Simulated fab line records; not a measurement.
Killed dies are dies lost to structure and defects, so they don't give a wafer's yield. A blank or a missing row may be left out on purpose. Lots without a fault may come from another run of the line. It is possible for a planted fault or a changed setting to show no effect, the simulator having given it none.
fab line records -- flow sky130
record lots=5, wafers=15, lastDay=50
route steps=708 shown GATE_OXIDE@198 POLY_GATE@204 RES_PROTECT@206 PAD_OPEN@708
lots with no fault: from the same line, run without faults
startH: the number of hours between the record's first day and the start of the first shown wafer of the lot -- waitH: how many hours have passed since the lot's step before this one -- " identical to the entry in the row above -- L1.1+2: one row covering several wafers at once -- - no value present, or no start provided -- * or withheld: withheld -- < > ~ a bound
route shown NAME@n: names a module that has steps shown in the file, with the first one's number in the route -- usual: the fault-free wafers' mean and standard deviation -- same: alike in all rows -- chamber/n: place in a boat -- sites: readings site by site -- _std_site: standard deviation across them -- _edge_site: the outer-site mean with the inner-site mean subtracted -- radiusMm: for every site, how far away it sits from the centre of the wafer -- mask NAME#n: copy n -- behind: tool/chamber where the wafer was last shaped -- hold: what put the lot on hold/how long, in hours/how the hold closed -- device: whichever transistor did not switch (one of n, p or np) -- end of line: tests of these same wafers at the route's end -- where a step has no rows: the recipe by itself -- killed: dies lost to structure and defects at the first sort, not the wafer's yield -- map: shows each die of a wafer: x if killed, . if not, _ if none is there
set.NAME: the setting the step ran with; set.NAME@STEP: the setting that earlier step ran with -- model.NAME: the simulator's own value behind a step, which no gauge read
lots at some steps of the route; a table a step, a row a wafer
services: the hour from which a tool's chamber was out of use, counted from the record's first day as startH (under 0 if before that day), plus the number of hours and why
## steps
# step SKY_GATE_OXIDE_IMPLANT_11
# recipe species=B, energyKev=9.838, doseCm2=2.6e+12, tiltDeg=withheld
# step SKY_GATE_OXIDE_WET_ETCH_12
# recipe chemistry=dHF, targetDepthNm=16.8, dry=n2Spin, target=SiO2, dilution=100:1, tempC=25, timeS=336
# step SKY_GATE_OXIDE_STRIP_13
# recipe chemistry=O2/N2, powerW=1400, pressureMtorr=1500, platenTempC=withheld, o2FlowSccm=3000, n2FlowSccm=300, overashFraction=0.5
# usual drypumpMotorCurrentA=5.70/0.19, oesProductAu=0.715/0.0047, stripTimeToEndpointS=14.18/0.041
# same overashFraction=0.5
lot.wafer,tool,chamber,startH,waitH,drypumpMotorCurrentA,oesProductAu,rfHoursCounterH,stripTimeToEndpointS
L605.2,plasmaAsher-04,1,325.29,0.0,5.80,0.717,59,14.22
L605.3,plasmaAsher-04,1,325.29,0.0,5.82,0.717,-,14.18
L605.4,plasmaAsher-04,0,325.29,0.0,5.84,0.714,-,14.20
L616.2,plasmaAsher-01,0,438.60,0.0,5.48,0.714,64,14.11
L616.3,plasmaAsher-01,0,438.60,0.0,5.51,0.708,-,14.13
L616.6,plasmaAsher-01,1,438.60,0.0,5.86,0.721,-,14.11
L619.2,plasmaAsher-04,0,473.74,0.0,5.84,0.712,74,14.14
L619.4,plasmaAsher-04,0,473.74,0.0,5.82,0.704,-,14.15
L619.6,plasmaAsher-04,0,473.74,0.0,5.84,0.713,-,14.16
L621.1,plasmaAsher-04,0,493.81,0.0,5.85,0.725,77,14.16
L621.5,plasmaAsher-04,0,493.81,0.0,5.85,0.713,-,14.17
L621.6,plasmaAsher-04,1,493.81,0.0,5.83,0.718,-,14.18
L625.4,plasmaAsher-04,0,516.23,0.0,5.87,0.715,-,14.23
L625.5,plasmaAsher-04,1,516.23,0.0,5.81,0.717,-,14.19
L625.6,plasmaAsher-04,0,516.23,0.0,5.86,0.715,-,14.21
# step SKY_GATE_OXIDE_TW_MEAS_14
# usual GATE_OXIDE_TW=223.1/1
lot.wafer,tool,chamber,startH,waitH,GATE_OXIDE_TW
L605.2,filmMetro-01,-,325.40,0.1,222.1
L605.3,filmMetro-01,-,325.40,0.1,223.5
L605.4,filmMetro-01,-,325.40,0.1,221.5
L616.2,filmMetro-03,-,438.71,0.1,223.5
L616.3,filmMetro-03,-,438.71,0.1,224.3
L616.6,filmMetro-03,-,438.71,0.1,224.4
L619.2,filmMetro-01,-,473.85,0.1,222.2
L619.4,filmMetro-01,-,473.85,0.1,223.4
L619.6,filmMetro-01,-,473.85,0.1,222.7
L621.1,filmMetro-03,-,493.91,0.1,222.6
L621.5,filmMetro-03,-,493.91,0.1,221.8
L621.6,filmMetro-03,-,493.91,0.1,222.0
L625.4,filmMetro-01,-,516.33,0.1,221.4
L625.5,filmMetro-01,-,516.33,0.1,223.4
L625.6,filmMetro-01,-,516.33,0.1,222.2
# step SKY_GATE_OXIDE_CLEAN_15
# recipe chemistry=SC1/SC2, mix=1:4:20, tempC=70, timeS=150, dry=n2Spin
# step SKY_GATE_OXIDE_OXIDATION_16
# recipe tempC=800, ambient=O2, idleTempC=700, rampUpCPerMin=10, rampDownCPerMin=3, stabiliseS=600, purgeS=300, targetThkA=35.7, oxTimeS=1915
# step SKY_POLY_GATE_CVD_00
# recipe material=poly-Si, targetThkNm=180, tempC=620, timeS=720, pressureMtorr=200
# step SKY_POLY_GATE_THK_MEAS_01
# recipe reads=poly-Si_of_POLY_GATE_CVD_00
# usual POLY_GATE_CVD_00_THK=179.2/1.8
lot.wafer,tool,chamber,startH,waitH,POLY_GATE_CVD_00_THK[nm]
L605.2,filmMetro-03,-,329.00,0.0,180.2
L605.3,filmMetro-03,-,329.00,0.0,180.2
L605.4,filmMetro-03,-,329.00,0.0,179.9
L616.2,filmMetro-02,-,447.45,0.0,176.2
L616.3,filmMetro-02,-,447.45,0.0,177.2
L616.6,filmMetro-02,-,447.45,0.0,177.2
L619.2,filmMetro-03,-,480.33,0.0,180.2
L619.4,filmMetro-03,-,480.33,0.0,179.7
L619.6,filmMetro-03,-,480.33,0.0,179.3
L621.1,filmMetro-04,-,496.75,0.0,181.4
L621.5,filmMetro-04,-,496.75,0.0,180.1
L621.6,filmMetro-04,-,496.75,0.0,181.8
L625.4,filmMetro-04,-,520.04,0.0,175.0
L625.5,filmMetro-04,-,520.04,0.0,173.3
L625.6,filmMetro-04,-,520.04,0.0,175.0
# step SKY_RES_PROTECT_DEHYDRATE_00
# recipe tempC=200, timeS=60
# step SKY_RES_PROTECT_HMDS_01
# recipe primeTimeS=60, primeTempC=120
# step SKY_RES_PROTECT_COAT_02
# recipe resist=NOVOLAK, spinRpm=3000, resistThkNm=1140
# step SKY_RES_PROTECT_SOFTBAKE_03
# recipe tempC=90, timeS=60, resist=NOVOLAK
# step SKY_RES_PROTECT_EXPOSE_04
# recipe maskId=RPM, na=0.6, sourceShape=conventional, sigmaOuter=0.6, polarization=unpolarized, targetCdNm=1270, doseMj=131
# same sigmaOuter=0.6
lot.wafer,tool,chamber,startH,waitH,mask
L605.2+3+4,ilineStepper-02,0,343.17,-,RPM_R1#0
L616.2+3+6,ilineStepper-01,0,462.17,-,RPM#0
L619.2+4+6,ilineStepper-02,0,494.65,-,RPM#0
L621.1+5+6,ilineStepper-02,0,511.66,-,RPM#0
L625.4+5+6,ilineStepper-01,0,535.67,-,RPM#0
# step SKY_RES_PROTECT_PEB_05
# recipe tempC=withheld, timeS=*, resist=NOVOLAK
# step SKY_RES_PROTECT_DEVELOP_06
# recipe resist=NOVOLAK, developer=TMAH, developTimeS=60, devTempC=22.27
# usual exhaustPa=45.0/0.83
# same developTimeS=60
lot.wafer,tool,chamber,startH,waitH,exhaustPa,model.RES_PROTECT.cdNm
L605.2,lithoTrack-04,0,355.55,0.1,45.0,1458
L605.3,lithoTrack-04,0,355.55,0.1,44.9,1458
L605.4,lithoTrack-04,0,355.55,0.1,45.0,1457
L616.2,lithoTrack-02,0,476.57,0.1,43.7,1268
L616.3,lithoTrack-02,0,476.57,0.1,44.9,1267
L616.6,lithoTrack-02,0,476.57,0.1,43.1,1268
L619.2,lithoTrack-04,0,509.55,0.1,46.1,1264
L619.4,lithoTrack-04,0,509.55,0.1,45.2,1263
L619.6,lithoTrack-04,0,509.55,0.1,44.1,1262
L621.1,lithoTrack-01,0,526.21,0.1,44.8,1266
L621.5,lithoTrack-01,0,526.21,0.1,44.8,1268
L621.6,lithoTrack-01,0,526.21,0.1,44.9,1268
L625.4,lithoTrack-04,0,550.40,0.1,46.1,1264
L625.5,lithoTrack-04,0,550.40,0.1,45.0,1266
L625.6,lithoTrack-04,0,550.40,0.1,45.0,1266
# step SKY_POLY_GATE_IMPLANT_02
# recipe species=P, energyKev=30, doseCm2=7.7e+15, tiltDeg=0
# step SKY_PAD_OPEN_PROBE_99
# usual killed_at_M0_to_M3=44/7.2, killed_at_M4_up=3.0/1.8, killedAtContacts=24/5.4, killedAtFrontEnd=14/4.4, killedAtOther=0.4/0.64, killedDies=86/9.4, killedOnRim=17/3.8, killedOpen=47/7.7, killedShort=39/5.8
# same grossDies=492, killedAtBackSide=0
lot.wafer,tool,chamber,startH,waitH,killed_at_M0_to_M3,killed_at_M4_up,killedAtContacts,killedAtFrontEnd,killedAtOther,killedDies,killedOnRim,killedOpen,killedShort
L605.2,prober-01,-,1087.61,0.1,38,5,26,16,82,167,68,45,40
L605.3,prober-01,-,1087.66,0.2,27,5,25,14,77,148,55,36,35
L605.4,prober-01,-,1087.71,0.2,42,2,26,7,89,166,59,38,39
L616.2,prober-02,-,1162.20,0.1,49,1,29,25,1,105,21,63,42
L616.3,prober-02,-,1162.25,0.2,54,4,18,18,1,95,16,44,51
L616.6,prober-02,-,1162.40,0.2,36,2,17,17,0,72,11,37,35
L619.2,prober-01,-,1186.77,0.1,38,3,29,12,0,82,17,45,37
L619.4,prober-01,-,1186.87,0.2,35,5,11,10,0,61,12,30,28
L619.6,prober-01,-,1186.97,0.2,40,2,21,15,0,78,19,27,49
L621.1,prober-01,-,1191.33,0.1,48,1,20,12,0,81,19,40,41
L621.5,prober-01,-,1191.53,0.2,40,5,20,9,0,74,20,35,39
L621.6,prober-01,-,1191.58,0.2,48,2,24,17,0,91,20,42,49
# killed by level:class
L605.2 RES_PROTECT:areaExpose=82 CONTACT:geometricParticle:open=8 VIA1:geometricParticle:open=8 LOCAL_INTERCONNECT:geometricParticle:short=7 VIA2:geometricParticle:open=7 POLY_GATE:geometricParticle:open=6 METAL3:geometricParticle:short=6 VIA3:geometricParticle:open=6
L605.3 RES_PROTECT:areaExpose=77 LI_CONTACT:geometricParticle:open=7 VIA1:geometricParticle:open=6 FIELD_ISO:geometricParticle:open=5 LI_CONTACT:geometricParticle:short=5 LOCAL_INTERCONNECT:geometricParticle:short=5 CONTACT:geometricParticle:open=5 METAL2:geometricParticle:short=5
L605.4 RES_PROTECT:areaExpose=89 VIA1:geometricParticle:open=12 VIA1:geometricParticle:short=5 LI_CONTACT:geometricParticle:open=5 LOCAL_INTERCONNECT:geometricParticle:short=5 CONTACT:geometricParticle:open=5 METAL2:geometricParticle:short=5 LI_CONTACT:geometricParticle:short=4
L616.2 CONTACT:geometricParticle:open=15 VIA1:geometricParticle:open=10 METAL1:geometricParticle:short=9 FIELD_ISO:geometricParticle:open=8 POLY_GATE:geometricParticle:open=8 CONTACT:geometricParticle:short=6 VIA2:geometricParticle:open=6 METAL2:geometricParticle:short=5
L616.3 METAL1:geometricParticle:short=11 VIA2:geometricParticle:open=9 POLY_GATE:geometricParticle:short=8 CONTACT:geometricParticle:open=8 METAL2:geometricParticle:short=8 VIA1:geometricParticle:open=7 VIA3:geometricParticle:open=7 FIELD_ISO:geometricParticle:short=4
L616.6 CONTACT:geometricParticle:open=8 VIA1:geometricParticle:open=8 FIELD_ISO:geometricParticle:short=7 VIA2:geometricParticle:open=6 CONTACT:geometricParticle:short=5 METAL1:geometricParticle:short=5 LI_CONTACT:geometricParticle:open=4 VIA2:geometricParticle:short=4
L619.2 CONTACT:geometricParticle:open=12 LI_CONTACT:geometricParticle:open=8 VIA1:geometricParticle:open=8 CONTACT:geometricParticle:short=7 METAL1:geometricParticle:short=7 VIA2:geometricParticle:open=5 FIELD_ISO:geometricParticle:short=4 VIA3:geometricParticle:short=4
L619.4 VIA1:geometricParticle:open=8 METAL2:geometricParticle:short=5 VIA1:geometricParticle:short=4 VIA2:geometricParticle:open=4 FIELD_ISO:geometricParticle:short=3 POLY_GATE:geometricParticle:open=3 LI_CONTACT:geometricParticle:open=3 LOCAL_INTERCONNECT:geometricParticle:short=3
L619.6 METAL2:geometricParticle:short=7 LOCAL_INTERCONNECT:geometricParticle:short=6 VIA3:geometricParticle:open=6 VIA1:geometricParticle:open=5 CONTACT:geometricParticle:open=5 CONTACT:geometricParticle:short=5 METAL1:geometricParticle:short=5 VIA1:geometricParticle:short=5
L621.1 VIA1:geometricParticle:open=15 VIA2:geometricParticle:short=6 METAL2:geometricParticle:short=6 VIA2:geometricParticle:open=6 FIELD_ISO:geometricParticle:short=5 LI_CONTACT:geometricParticle:open=5 VIA1:geometricParticle:short=5 CONTACT:geometricParticle:short=4
L621.5 METAL2:geometricParticle:short=10 VIA1:geometricParticle:open=7 CONTACT:geometricParticle:open=7 VIA2:geometricParticle:open=6 CONTACT:geometricParticle:short=4 VIA1:geometricParticle:short=4 FIELD_ISO:geometricParticle:open=3 FIELD_ISO:geometricParticle:short=3
L621.6 VIA2:geometricParticle:open=10 CONTACT:geometricParticle:open=7 VIA1:geometricParticle:short=7 VIA1:geometricParticle:open=7 FIELD_ISO:geometricParticle:open=6 FIELD_ISO:geometricParticle:short=6 METAL2:geometricParticle:short=6 LOCAL_INTERCONNECT:geometricParticle:short=5
# map L605.2 (x killed, . not)
__________xxxxxx.x.x_________
________..x.xxx.xx..xx_______
______..x.xx...x..x..xxx_____
_____xx....x...x.xx.x..xx____
____xxx.xxx.........x..x..___
___........x..........x...x__
__xxx...........x.x...x..x.x_
_xx.x....xx.........xx..x...x
_xx..x.x............x....x.xx
_x...x......x...xx......x.x..
_x.x......xx.x...............
_xx.xx.x.........x...x....x.x
_xx...x......x..xxx...x...xx.
_x.xx.x................x....x
_xx.x.x......x.....xxx....x..
__xx.....x.....x........x.xx_
___xx...x....x........xx..x__
____xxx...x....x........x.___
_____.xx..x...x.xx....x..____
______..x.xx...x.xx.xx.x_____
________xxx.....x..xxx_______
__________xxxxxx.xxx_________
# map L619.2 (x killed, . not)
__________..x......x_________
________............x._______
______..........x.x....._____
_____.....x.x......x.x..x____
____...............x....x.___
___....x...x...x........x..__
__........x...xx...........x_
_..xx....x...................
_...................x.....x..
_......x................x....
_...........x.x..............
_......x.xxx..x....x.........
_x...xx..xx.......xx.x.......
_xx..xx.......x.....x........
_.......x.......x........x..x
__x......xxx......x.......xx_
___.....x.....xx...........__
____..x..x.x..x....xx..x..___
_____...xx....x.......x..____
______.........x.x....x._____
________.....x.....x.._______
__________..x..xx..._________
## services
tool,chamber,startH,hours,kind
ilineStepper-01,-,307.08,6.8,repair
ilineStepper-02,0,343.08,-,calibration
plasmaAsher-04,-,373.71,1.7,repair
ilineStepper-02,-,375.42,2.0,repair
ilineStepper-02,-,377.44,1.7,pm
ilineStepper-01,-,403.83,1.7,pm
plasmaAsher-01,-,413.21,2.6,repair
lithoTrack-02,-,435.23,-,consumableReplace:filter
plasmaAsher-01,-,460.53,2.8,pm
ilineStepper-02,-,504.15,0.7,repair
ilineStepper-01,0,517.67,-,calibration
## key
firstSign step=SKY_RES_PROTECT_EXPOSE_04, reading=mask, direction=changed
effect step=SKY_PAD_OPEN_PROBE_99, reading=killedAtOther, direction=up, sigmas=82, usual=0.4, struck=82.7
modelEffect step=SKY_RES_PROTECT_DEVELOP_06, value=RES_PROTECT.cdNm, without=1268, struck=1458
moreKillsBornAt SKY_RES_PROTECT_EXPOSE_04@ilineStepper-02=248
metAt SKY_RES_PROTECT_EXPOSE_04
struckWafers L605.2,L605.3,L605.4
testerLeftOut L605
fault kind=wrongMask, tool=any, chamber=-, onsetH=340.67, steps=SKY_RES_PROTECT_EXPOSE_04, auxCopy=RPM_R1#0, cdOffsetNm=190, scope=struckLotsOnly
# testerLeftOut: of these lots the tester's yield and bins aren't shown, on N5 and GAA mostly nor the transistor test; their killed dies are dies lost to structure and defects alone, not to doping, threshold or leakage, so they don't give the yield
